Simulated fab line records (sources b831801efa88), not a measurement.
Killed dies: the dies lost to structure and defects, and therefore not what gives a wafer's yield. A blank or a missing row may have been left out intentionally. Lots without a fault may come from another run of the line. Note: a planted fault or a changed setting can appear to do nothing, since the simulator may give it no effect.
The tool behind it: which one? / flow sky130 / 24 lots, 72 wafers sampled, at 6 steps of a route of 708

WHAT THE GAUGES SHOWED, per wafer
SKY_VIA4_THK_MEAS_01.
lot=L074; measured=day 41 14:53; on=film-metro-04; VIA4_HDPCVD_THK (nm)=1736 1728 1741
lot=L075; measured=day 42 01:33; on=film-metro-04; VIA4_HDPCVD_THK (nm)=1766 1759 1758
lot=L076; measured=day 42 07:07; on=film-metro-02; VIA4_HDPCVD_THK (nm)=1773 1771 1764
lot=L077; measured=day 42 10:20; on=film-metro-02; VIA4_HDPCVD_THK (nm)=1752 1739 1753
lot=L078; measured=day 43 00:28; on=film-metro-02; VIA4_HDPCVD_THK (nm)=1755 1768 1778
lot=L079; measured=day 43 12:52; on=film-metro-03; VIA4_HDPCVD_THK (nm)=1756 1752 1737
lot=L081; measured=day 43 21:15; on=film-metro-04; VIA4_HDPCVD_THK (nm)=1746 1747 1743
lot=L080; measured=day 44 00:11; on=film-metro-03; VIA4_HDPCVD_THK (nm)=1749 1769 1731
lot=L082; measured=day 44 03:19; on=film-metro-04; VIA4_HDPCVD_THK (nm)=1748 1738 1756
lot=L083; measured=day 44 13:16; on=film-metro-03; VIA4_HDPCVD_THK (nm)=1748 1736 1742
lot=L085; measured=day 45 14:27; on=film-metro-03; VIA4_HDPCVD_THK (nm)=1737 1754 1735
lot=L086; measured=day 45 17:19; on=film-metro-03; VIA4_HDPCVD_THK (nm)=1773 1755 1774
lot=L084; measured=day 45 17:52; on=film-metro-04; VIA4_HDPCVD_THK (nm)=1761 1735 1740
lot=L087; measured=day 45 18:32; on=film-metro-02; VIA4_HDPCVD_THK (nm)=1759 1785 1762
lot=L088; measured=day 45 19:16; on=film-metro-02; VIA4_HDPCVD_THK (nm)=1751 1728 1750
lot=L089; measured=day 45 20:55; on=film-metro-04; VIA4_HDPCVD_THK (nm)=1757 1775 1747
lot=L090; measured=day 46 01:36; on=film-metro-04; VIA4_HDPCVD_THK (nm)=1764 1747 1762
lot=L091; measured=day 46 17:24; on=film-metro-03; VIA4_HDPCVD_THK (nm)=1767 1765 1745
lot=L092; measured=day 47 04:05; on=film-metro-04; VIA4_HDPCVD_THK (nm)=1765 1766 1775
lot=L093; measured=day 47 07:59; on=film-metro-02; VIA4_HDPCVD_THK (nm)=1783 1751 1766
lot=L094; measured=day 47 10:03; on=film-metro-02; VIA4_HDPCVD_THK (nm)=1741 1771 1756
lot=L095; measured=day 47 13:21; on=film-metro-02; VIA4_HDPCVD_THK (nm)=1755 1773 1771
lot=L096; measured=day 47 19:30; on=film-metro-03; VIA4_HDPCVD_THK (nm)=1758 1768 1769
lot=L097; measured=day 47 20:16; on=film-metro-03; VIA4_HDPCVD_THK (nm)=1771 1753 1766

SKY_VIA4_THK_MEAS_20: measures by xrf.
lot=L074; measured=day 42 15:35; on=film-metro-04; VIA4_W_THK (nm)=516 516 518
lot=L075; measured=day 43 02:41; on=film-metro-02; VIA4_W_THK (nm)=522 527 523
lot=L076; measured=day 43 07:11; on=film-metro-02; VIA4_W_THK (nm)=513 511 513
lot=L077; measured=day 43 10:32; on=film-metro-04; VIA4_W_THK (nm)=511 505 508
lot=L078; measured=day 44 01:00; on=film-metro-02; VIA4_W_THK (nm)=519 521 522
lot=L079; measured=day 44 13:05; on=film-metro-03; VIA4_W_THK (nm)=522 520 529
lot=L081; measured=day 44 20:56; on=film-metro-02; VIA4_W_THK (nm)=525 518 521
lot=L080; measured=day 44 22:51; on=film-metro-02; VIA4_W_THK (nm)=517 521 520
lot=L082; measured=day 45 02:44; on=film-metro-03; VIA4_W_THK (nm)=522 527 525
lot=L083; measured=day 45 22:38; on=film-metro-03; VIA4_W_THK (nm)=521 523 522
lot=L085; measured=day 46 12:44; on=film-metro-02; VIA4_W_THK (nm)=517 515 524
lot=L086; measured=day 46 15:13; on=film-metro-04; VIA4_W_THK (nm)=519 523 522
lot=L084; measured=day 46 16:13; on=film-metro-04; VIA4_W_THK (nm)=508 513 507
lot=L087; measured=day 46 17:20; on=film-metro-03; VIA4_W_THK (nm)=520 525 519
lot=L088; measured=day 46 17:23; on=film-metro-02; VIA4_W_THK (nm)=518 511 509
lot=L089; measured=day 46 19:44; on=film-metro-02; VIA4_W_THK (nm)=522 517 513
lot=L090; measured=day 46 23:22; on=film-metro-03; VIA4_W_THK (nm)=531 521 519
lot=L091; measured=day 47 14:55; on=film-metro-02; VIA4_W_THK (nm)=519 513 519
lot=L092; measured=day 48 00:49; on=film-metro-03; VIA4_W_THK (nm)=521 523 526
lot=L093; measured=day 48 04:27; on=film-metro-04; VIA4_W_THK (nm)=506 500 506
lot=L094; measured=day 48 05:52; on=film-metro-02; VIA4_W_THK (nm)=521 518 524
lot=L095; measured=day 48 10:05; on=film-metro-02; VIA4_W_THK (nm)=520 513 524
lot=L096; measured=day 48 16:41; on=film-metro-02; VIA4_W_THK (nm)=513 509 519
lot=L097; measured=day 48 16:53; on=film-metro-03; VIA4_W_THK (nm)=528 527 533

WHICH TOOL RAN EACH LOT (tool, then ch and the chambers of the sampled wafers, then the start)
lot=L074; SKY_METAL4_SPUTTER_04=pvd-sputter-02, day 39 12:15; SKY_CAP2M_METAL_ETCH_13=rie-metal-04 ch 0,1, day 40 13:20; SKY_METAL4_METAL_ETCH_18=rie-metal-03 ch 0,1, day 41 13:52; SKY_VIA4_CVD_18=cvd-w-01 ch 0, day 42 15:19
lot=L075; SKY_METAL4_SPUTTER_04=pvd-sputter-03, day 39 23:52; SKY_CAP2M_METAL_ETCH_13=rie-metal-04 ch 0,1, day 41 00:20; SKY_METAL4_METAL_ETCH_18=rie-metal-02 ch 0,1, day 42 00:34; SKY_VIA4_CVD_18=cvd-w-01 ch 0,1, day 43 02:25
lot=L076; SKY_METAL4_SPUTTER_04=pvd-sputter-03, day 40 05:22; SKY_CAP2M_METAL_ETCH_13=rie-metal-01 ch 0,1, day 41 05:32; SKY_METAL4_METAL_ETCH_18=rie-metal-02 ch 0,1, day 42 06:07; SKY_VIA4_CVD_18=cvd-w-02 ch 0,1, day 43 06:55
lot=L077; SKY_METAL4_SPUTTER_04=pvd-sputter-03, day 40 08:20; SKY_CAP2M_METAL_ETCH_13=rie-metal-01 ch 0,1, day 41 08:56; SKY_METAL4_METAL_ETCH_18=rie-metal-03 ch 0,1, day 42 09:19; SKY_VIA4_CVD_18=cvd-w-02 ch 0,1, day 43 10:16
lot=L078; SKY_METAL4_SPUTTER_04=pvd-sputter-04, day 41 00:36; SKY_CAP2M_METAL_ETCH_13=rie-metal-04 ch 0,1, day 41 23:55; SKY_METAL4_METAL_ETCH_18=rie-metal-04 ch 0,1, day 42 23:31; SKY_VIA4_CVD_18=cvd-w-01 ch 0,1, day 44 00:46
lot=L079; SKY_METAL4_SPUTTER_04=pvd-sputter-03, day 41 13:11; SKY_CAP2M_METAL_ETCH_13=rie-metal-04 ch 0,1, day 42 12:02; SKY_METAL4_METAL_ETCH_18=rie-metal-03 ch 0,1, day 43 11:55; SKY_VIA4_CVD_18=cvd-w-02 ch 0,1, day 44 12:49
lot=L081; SKY_METAL4_SPUTTER_04=pvd-sputter-04, day 41 21:34; SKY_CAP2M_METAL_ETCH_13=rie-metal-02 ch 0,1, day 42 20:41; SKY_METAL4_METAL_ETCH_18=rie-metal-04 ch 0,1, day 43 20:16; SKY_VIA4_CVD_18=cvd-w-02 ch 1, day 44 20:40
lot=L080; SKY_METAL4_SPUTTER_04=pvd-sputter-04, day 42 00:10; SKY_CAP2M_METAL_ETCH_13=rie-metal-01 ch 0,1, day 42 23:29; SKY_METAL4_METAL_ETCH_18=rie-metal-02 ch 0,1, day 43 23:13; SKY_VIA4_CVD_18=cvd-w-01 ch 0,1, day 44 22:34
lot=L082; SKY_METAL4_SPUTTER_04=pvd-sputter-03, day 42 03:49; SKY_CAP2M_METAL_ETCH_13=rie-metal-02 ch 0,1, day 43 02:47; SKY_METAL4_METAL_ETCH_18=rie-metal-03 ch 0,1, day 44 02:22; SKY_VIA4_CVD_18=cvd-w-01 ch 0,1, day 45 02:28
lot=L083; SKY_METAL4_SPUTTER_04=pvd-sputter-02, day 42 12:34; SKY_CAP2M_METAL_ETCH_13=rie-metal-04 ch 0, day 43 12:33; SKY_METAL4_METAL_ETCH_18=rie-metal-02 ch 0,1, day 44 11:58; SKY_VIA4_CVD_18=cvd-w-02 ch 0,1, day 45 22:20
lot=L085; SKY_METAL4_SPUTTER_04=pvd-sputter-03, day 43 16:05; SKY_CAP2M_METAL_ETCH_13=rie-metal-02 ch 0,1, day 44 15:03; SKY_METAL4_METAL_ETCH_18=rie-metal-04 ch 0,1, day 45 13:28; SKY_VIA4_CVD_18=cvd-w-02 ch 0,1, day 46 12:28
lot=L086; SKY_METAL4_SPUTTER_04=pvd-sputter-03, day 43 19:14; SKY_CAP2M_METAL_ETCH_13=rie-metal-02 ch 0,1, day 44 17:32; SKY_METAL4_METAL_ETCH_18=rie-metal-02 ch 0, day 45 16:22; SKY_VIA4_CVD_18=cvd-w-01 ch 1, day 46 14:56
lot=L084; SKY_METAL4_SPUTTER_04=pvd-sputter-03, day 43 20:32; SKY_CAP2M_METAL_ETCH_13=rie-metal-04 ch 0,1, day 44 18:40; SKY_METAL4_METAL_ETCH_18=rie-metal-02 ch 0,1, day 45 16:55; SKY_VIA4_CVD_18=cvd-w-02 ch 0,1, day 46 15:58
lot=L087; SKY_METAL4_SPUTTER_04=pvd-sputter-03, day 43 21:50; SKY_CAP2M_METAL_ETCH_13=rie-metal-02 ch 0,1, day 44 20:26; SKY_METAL4_METAL_ETCH_18=rie-metal-04 ch 0,1, day 45 17:34; SKY_VIA4_CVD_18=cvd-w-01 ch 0,1, day 46 17:03
lot=L088; SKY_METAL4_SPUTTER_04=pvd-sputter-02, day 43 22:17; SKY_CAP2M_METAL_ETCH_13=rie-metal-04 ch 0,1, day 44 20:44; SKY_METAL4_METAL_ETCH_18=rie-metal-04 ch 0,1, day 45 18:19; SKY_VIA4_CVD_18=cvd-w-02 ch 0,1, day 46 17:06
lot=L089; SKY_METAL4_SPUTTER_04=pvd-sputter-03, day 44 00:16; SKY_CAP2M_METAL_ETCH_13=rie-metal-02 ch 0,1, day 44 22:08; SKY_METAL4_METAL_ETCH_18=rie-metal-04 ch 0,1, day 45 19:58; SKY_VIA4_CVD_18=cvd-w-01 ch 0,1, day 46 19:19
lot=L090; SKY_METAL4_SPUTTER_04=pvd-sputter-02, day 44 04:44; SKY_CAP2M_METAL_ETCH_13=rie-metal-04 ch 0,1, day 45 03:00; SKY_METAL4_METAL_ETCH_18=rie-metal-02 ch 0,1, day 46 00:37; SKY_VIA4_CVD_18=cvd-w-02 ch 0,1, day 46 23:05
lot=L091; SKY_METAL4_SPUTTER_04=pvd-sputter-03, day 44 15:16; SKY_CAP2M_METAL_ETCH_13=rie-metal-02 ch 0,1, day 45 18:17; SKY_METAL4_METAL_ETCH_18=rie-metal-02 ch 0, day 46 16:10; SKY_VIA4_CVD_18=cvd-w-02 ch 0,1, day 47 14:38
lot=L092; SKY_METAL4_SPUTTER_04=pvd-sputter-04, day 45 09:49; SKY_CAP2M_METAL_ETCH_13=rie-metal-02 ch 0, day 46 06:05; SKY_METAL4_METAL_ETCH_18=rie-metal-04 ch 0,1, day 47 03:06; SKY_VIA4_CVD_18=cvd-w-01 ch 0,1, day 48 00:35
lot=L093; SKY_METAL4_SPUTTER_04=pvd-sputter-02, day 45 12:22; SKY_CAP2M_METAL_ETCH_13=rie-metal-04 ch 0,1, day 46 09:05; SKY_METAL4_METAL_ETCH_18=rie-metal-03 ch 0,1, day 47 05:42; SKY_VIA4_CVD_18=cvd-w-02 ch 0,1, day 48 04:10
lot=L094; SKY_METAL4_SPUTTER_04=pvd-sputter-04, day 45 15:07; SKY_CAP2M_METAL_ETCH_13=rie-metal-01 ch 0,1, day 46 11:22; SKY_METAL4_METAL_ETCH_18=rie-metal-04 ch 0,1, day 47 07:51; SKY_VIA4_CVD_18=cvd-w-02 ch 0,1, day 48 05:37
lot=L095; SKY_METAL4_SPUTTER_04=pvd-sputter-04, day 45 19:13; SKY_CAP2M_METAL_ETCH_13=rie-metal-01 ch 0,1, day 46 15:47; SKY_METAL4_METAL_ETCH_18=rie-metal-04 ch 0,1, day 47 12:25; SKY_VIA4_CVD_18=cvd-w-01 ch 0,1, day 48 09:49
lot=L096; SKY_METAL4_SPUTTER_04=pvd-sputter-02, day 46 01:37; SKY_CAP2M_METAL_ETCH_13=rie-metal-04 ch 0,1, day 46 22:02; SKY_METAL4_METAL_ETCH_18=rie-metal-04 ch 0,1, day 47 18:31; SKY_VIA4_CVD_18=cvd-w-02 ch 0,1, day 48 16:24
lot=L097; SKY_METAL4_SPUTTER_04=pvd-sputter-04, day 46 02:02; SKY_CAP2M_METAL_ETCH_13=rie-metal-01 ch 0,1, day 46 22:24; SKY_METAL4_METAL_ETCH_18=rie-metal-02 ch 0,1, day 47 19:16; SKY_VIA4_CVD_18=cvd-w-01 ch 0,1, day 48 16:37
- SKY_METAL4_SPUTTER_04: material TiN, target thk 70 nm, time 58.3 s.
- SKY_CAP2M_METAL_ETCH_13: etches TiN in Cl2/BCl3, stops on SiO2, target depth 220 nm, time 62.9 s.
- SKY_METAL4_METAL_ETCH_18: etches the open film in Cl2/BCl3, stops on SiO2, target depth 845 nm, time 183.1 s.
- SKY_VIA4_CVD_18: deposits W, target thk 505 nm, time 152.14 s.

WHAT THE TOOLS THEMSELVES READ (means of the sampled wafers that have a number; where no wafer has one, the mark that the record gives instead)
SKY_METAL4_SPUTTER_04.
lot=L074; tool=pvd-sputter-02; throttle-valve-pct (%)=29.9
lot=L075; tool=pvd-sputter-03; throttle-valve-pct (%)=30.2
lot=L076; tool=pvd-sputter-03; throttle-valve-pct (%)=30.8
lot=L077; tool=pvd-sputter-03; throttle-valve-pct (%)=29.8
lot=L078; tool=pvd-sputter-04; throttle-valve-pct (%)=30.6
lot=L079; tool=pvd-sputter-03; throttle-valve-pct (%)=30.4
lot=L081; tool=pvd-sputter-04; throttle-valve-pct (%)=30.3
lot=L080; tool=pvd-sputter-04; throttle-valve-pct (%)=29.9
lot=L082; tool=pvd-sputter-03; throttle-valve-pct (%)=30.3
lot=L083; tool=pvd-sputter-02; throttle-valve-pct (%)=30.1
lot=L085; tool=pvd-sputter-03; throttle-valve-pct (%)=29.3
lot=L086; tool=pvd-sputter-03; throttle-valve-pct (%)=30.5
lot=L084; tool=pvd-sputter-03; throttle-valve-pct (%)=29.8
lot=L087; tool=pvd-sputter-03; throttle-valve-pct (%)=29.6
lot=L088; tool=pvd-sputter-02; throttle-valve-pct (%)=30.0
lot=L089; tool=pvd-sputter-03; throttle-valve-pct (%)=30.2
lot=L090; tool=pvd-sputter-02; throttle-valve-pct (%)=30.7
lot=L091; tool=pvd-sputter-03; throttle-valve-pct (%)=30.4
lot=L092; tool=pvd-sputter-04; throttle-valve-pct (%)=29.1
lot=L093; tool=pvd-sputter-02; throttle-valve-pct (%)=31.1
lot=L094; tool=pvd-sputter-04; throttle-valve-pct (%)=30.8
lot=L095; tool=pvd-sputter-04; throttle-valve-pct (%)=30.8
lot=L096; tool=pvd-sputter-02; throttle-valve-pct (%)=30.5
lot=L097; tool=pvd-sputter-04; throttle-valve-pct (%)=31.1

SKY_CAP2M_METAL_ETCH_13.
lot=L074; tool=rie-metal-04; drypump-motor-current-A (A)=5.9; oes-product-au (a.u.)=0.938; throttle-valve-pct (%)=21.900
lot=L075; tool=rie-metal-04; drypump-motor-current-A (A)=5.9; oes-product-au (a.u.)=0.933; throttle-valve-pct (%)=21.913
lot=L076; tool=rie-metal-01; drypump-motor-current-A (A)=5.8; oes-product-au (a.u.)=0.939; throttle-valve-pct (%)=21.906
lot=L077; tool=rie-metal-01; drypump-motor-current-A (A)=5.8; oes-product-au (a.u.)=0.941; throttle-valve-pct (%)=21.903
lot=L078; tool=rie-metal-04; drypump-motor-current-A (A)=5.9; oes-product-au (a.u.)=0.945; throttle-valve-pct (%)=21.899
lot=L079; tool=rie-metal-04; drypump-motor-current-A (A)=5.6; oes-product-au (a.u.)=0.931; throttle-valve-pct (%)=21.915
lot=L081; tool=rie-metal-02; drypump-motor-current-A (A)=5.5; oes-product-au (a.u.)=0.935; throttle-valve-pct (%)=21.902
lot=L080; tool=rie-metal-01; drypump-motor-current-A (A)=5.8; oes-product-au (a.u.)=0.937; throttle-valve-pct (%)=21.901
lot=L082; tool=rie-metal-02; drypump-motor-current-A (A)=5.6; oes-product-au (a.u.)=0.943; throttle-valve-pct (%)=21.904
lot=L083; tool=rie-metal-04; drypump-motor-current-A (A)=6.3; oes-product-au (a.u.)=0.943; throttle-valve-pct (%)=21.902
lot=L085; tool=rie-metal-02; drypump-motor-current-A (A)=5.6; oes-product-au (a.u.)=0.934; throttle-valve-pct (%)=21.920
lot=L086; tool=rie-metal-02; drypump-motor-current-A (A)=5.6; oes-product-au (a.u.)=0.935; throttle-valve-pct (%)=21.905
lot=L084; tool=rie-metal-04; drypump-motor-current-A (A)=5.6; oes-product-au (a.u.)=0.930; throttle-valve-pct (%)=21.911
lot=L087; tool=rie-metal-02; drypump-motor-current-A (A)=5.5; oes-product-au (a.u.)=0.934; throttle-valve-pct (%)=21.908
lot=L088; tool=rie-metal-04; drypump-motor-current-A (A)=5.6; oes-product-au (a.u.)=0.943; throttle-valve-pct (%)=21.898
lot=L089; tool=rie-metal-02; drypump-motor-current-A (A)=5.5; oes-product-au (a.u.)=0.941; throttle-valve-pct (%)=21.908
lot=L090; tool=rie-metal-04; drypump-motor-current-A (A)=5.9; oes-product-au (a.u.)=0.935; throttle-valve-pct (%)=21.913
lot=L091; tool=rie-metal-02; drypump-motor-current-A (A)=5.6; oes-product-au (a.u.)=0.937; throttle-valve-pct (%)=21.901
lot=L092; tool=rie-metal-02; drypump-motor-current-A (A)=5.3; oes-product-au (a.u.)=0.940; throttle-valve-pct (%)=21.905
lot=L093; tool=rie-metal-04; drypump-motor-current-A (A)=5.6; oes-product-au (a.u.)=0.944; throttle-valve-pct (%)=21.909
lot=L094; tool=rie-metal-01; drypump-motor-current-A (A)=5.7; oes-product-au (a.u.)=0.940; throttle-valve-pct (%)=21.895
lot=L095; tool=rie-metal-01; drypump-motor-current-A (A)=5.7; oes-product-au (a.u.)=0.942; throttle-valve-pct (%)=21.903
lot=L096; tool=rie-metal-04; drypump-motor-current-A (A)=5.6; oes-product-au (a.u.)=0.944; throttle-valve-pct (%)=21.905
lot=L097; tool=rie-metal-01; drypump-motor-current-A (A)=5.8; oes-product-au (a.u.)=0.933; throttle-valve-pct (%)=21.908

SKY_METAL4_METAL_ETCH_18.
lot=L074; tool=rie-metal-03; drypump-motor-current-A (A)=5.7; oes-product-au (a.u.)=0.869; throttle-valve-pct (%)=22.264
lot=L075; tool=rie-metal-02; drypump-motor-current-A (A)=5.6; oes-product-au (a.u.)=0.862; throttle-valve-pct (%)=22.266
lot=L076; tool=rie-metal-02; drypump-motor-current-A (A)=5.4; oes-product-au (a.u.)=0.853; throttle-valve-pct (%)=22.266
lot=L077; tool=rie-metal-03; drypump-motor-current-A (A)=5.7; oes-product-au (a.u.)=0.863; throttle-valve-pct (%)=22.267
lot=L078; tool=rie-metal-04; drypump-motor-current-A (A)=5.6; oes-product-au (a.u.)=0.868; throttle-valve-pct (%)=22.261
lot=L079; tool=rie-metal-03; drypump-motor-current-A (A)=5.7; oes-product-au (a.u.)=0.864; throttle-valve-pct (%)=22.269
lot=L081; tool=rie-metal-04; drypump-motor-current-A (A)=5.6; oes-product-au (a.u.)=0.858; throttle-valve-pct (%)=22.260
lot=L080; tool=rie-metal-02; drypump-motor-current-A (A)=5.6; oes-product-au (a.u.)=0.862; throttle-valve-pct (%)=22.274
lot=L082; tool=rie-metal-03; drypump-motor-current-A (A)=5.7; oes-product-au (a.u.)=0.867; throttle-valve-pct (%)=22.262
lot=L083; tool=rie-metal-02; drypump-motor-current-A (A)=5.5; oes-product-au (a.u.)=0.875; throttle-valve-pct (%)=22.266
lot=L085; tool=rie-metal-04; drypump-motor-current-A (A)=5.9; oes-product-au (a.u.)=0.865; throttle-valve-pct (%)=22.255
lot=L086; tool=rie-metal-02; drypump-motor-current-A (A)=5.4; oes-product-au (a.u.)=0.856; throttle-valve-pct (%)=22.261
lot=L084; tool=rie-metal-02; drypump-motor-current-A (A)=5.5; oes-product-au (a.u.)=0.867; throttle-valve-pct (%)=22.260
lot=L087; tool=rie-metal-04; drypump-motor-current-A (A)=5.6; oes-product-au (a.u.)=0.865; throttle-valve-pct (%)=22.266
lot=L088; tool=rie-metal-04; drypump-motor-current-A (A)=5.6; oes-product-au (a.u.)=0.867; throttle-valve-pct (%)=22.256
lot=L089; tool=rie-metal-04; drypump-motor-current-A (A)=5.9; oes-product-au (a.u.)=0.868; throttle-valve-pct (%)=22.265
lot=L090; tool=rie-metal-02; drypump-motor-current-A (A)=5.6; oes-product-au (a.u.)=0.867; throttle-valve-pct (%)=22.263
lot=L091; tool=rie-metal-02; drypump-motor-current-A (A)=5.4; oes-product-au (a.u.)=0.865; throttle-valve-pct (%)=22.263
lot=L092; tool=rie-metal-04; drypump-motor-current-A (A)=5.9; oes-product-au (a.u.)=0.862; throttle-valve-pct (%)=22.262
lot=L093; tool=rie-metal-03; drypump-motor-current-A (A)=5.8; oes-product-au (a.u.)=0.867; throttle-valve-pct (%)=22.266
lot=L094; tool=rie-metal-04; drypump-motor-current-A (A)=5.6; oes-product-au (a.u.)=0.869; throttle-valve-pct (%)=22.268
lot=L095; tool=rie-metal-04; drypump-motor-current-A (A)=5.6; oes-product-au (a.u.)=0.870; throttle-valve-pct (%)=22.268
lot=L096; tool=rie-metal-04; drypump-motor-current-A (A)=5.6; oes-product-au (a.u.)=0.864; throttle-valve-pct (%)=22.267
lot=L097; tool=rie-metal-02; drypump-motor-current-A (A)=5.6; oes-product-au (a.u.)=0.865; throttle-valve-pct (%)=22.266

SKY_VIA4_CVD_18.
lot=L074; tool=cvd-w-01; heater-power-w (W)=967
lot=L075; tool=cvd-w-01; heater-power-w (W)=861
lot=L076; tool=cvd-w-02; heater-power-w (W)=791
lot=L077; tool=cvd-w-02; heater-power-w (W)=813
lot=L078; tool=cvd-w-01; heater-power-w (W)=795
lot=L079; tool=cvd-w-02; heater-power-w (W)=814
lot=L081; tool=cvd-w-02; heater-power-w (W)=839
lot=L080; tool=cvd-w-01; heater-power-w (W)=782
lot=L082; tool=cvd-w-01; heater-power-w (W)=874
lot=L083; tool=cvd-w-02; heater-power-w (W)=798
lot=L085; tool=cvd-w-02; heater-power-w (W)=820
lot=L086; tool=cvd-w-01; heater-power-w (W)=695
lot=L084; tool=cvd-w-02; heater-power-w (W)=826
lot=L087; tool=cvd-w-01; heater-power-w (W)=790
lot=L088; tool=cvd-w-02; heater-power-w (W)=817
lot=L089; tool=cvd-w-01; heater-power-w (W)=876
lot=L090; tool=cvd-w-02; heater-power-w (W)=832
lot=L091; tool=cvd-w-02; heater-power-w (W)=829
lot=L092; tool=cvd-w-01; heater-power-w (W)=875
lot=L093; tool=cvd-w-02; heater-power-w (W)=800
lot=L094; tool=cvd-w-02; heater-power-w (W)=829
lot=L095; tool=cvd-w-01; heater-power-w (W)=796
lot=L096; tool=cvd-w-02; heater-power-w (W)=823
lot=L097; tool=cvd-w-01; heater-power-w (W)=790

THE ANSWER, worked out from the rows above alone
Rule: what is usual is taken from the lots themselves. The widest of any qualifying gaps counts: lots, ordered by their means at a reading, are off when they make up no more than a third of the lots, leave a main group of 4 or more, and stand apart from it by 3 or more times the standard deviation of that group's means. Not used: any main group whose means are identical at the precision the tables above print for the reading. Also off: a lot with no number at a reading for which 4 or more lots have one. All remaining lots with rows at the step are treated as sound. After the gauges, taken in route order, come the tools' own readings; for these a lot's mean is taken, as printed above. The first step at which some lot is off is used, and at that step the reading that is off furthest; a lot without a number counts as furthest.
No lot is off at any reading shown: from this, nothing can be told.

WHAT THE SIMULATOR HAD PUT IN
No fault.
